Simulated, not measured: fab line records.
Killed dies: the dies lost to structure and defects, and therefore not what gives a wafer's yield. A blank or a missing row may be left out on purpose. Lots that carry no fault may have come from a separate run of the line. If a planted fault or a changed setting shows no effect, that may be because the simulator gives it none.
Chamber matching -- flow sky130 -- 4 sister chambers for SKY_FIELD_ISO_ETCH_17 on rie si-02
The step etches Si in HBr/Cl2/O2, target depth 342 nm, time 97.7 s. 4 wafers are shown with their chamber, then 10 later ones without.

== EACH WAFER AND ITS CHAMBER ==
wafer,chamber,drypump motor current A (A)
L680.4,2,6.1
L681.3,3,6.7
L685.2,0,5.3
L685.3,1,5.1

== WAFERS WITHOUT THEIR CHAMBER ==
wafer,drypump motor current A (A)
L685.6,6.7
L686.2,5.1
L686.3,5.3
L686.4,6.7
L687.1,5.1
L687.2,5.4
L687.6,5.1
L690.1,5.4
L690.3,5.3
L690.6,6.7

== THE CHAMBER EACH PASSED THROUGH ==
wafer,from the rows above,in truth
L685.6,3,3
L686.2,1,1
L686.3,0,0
L686.4,3,3
L687.1,1,1
L687.2,0,0
L687.6,1,1
L690.1,0,0
L690.3,0,0
L690.6,3,3
10 of 10 placed correctly. From these rows, 0 cannot be placed. Placed wrongly: 0.
How it was worked out, from the rows above alone: a wafer's distance from a chamber is the root of the sum, over the readings, of the square of ((its reading less the chamber's mean) divided by the reading's scatter). If the next closest chamber is less than 2 further off than the closest, the wafer can't be placed; otherwise it belongs to the closest. The mean given for a chamber averages the wafers shown for that chamber. The scatter: root of mean squared gap, hidden wafer to nearest shown wafer, with one shown wafer a chamber.
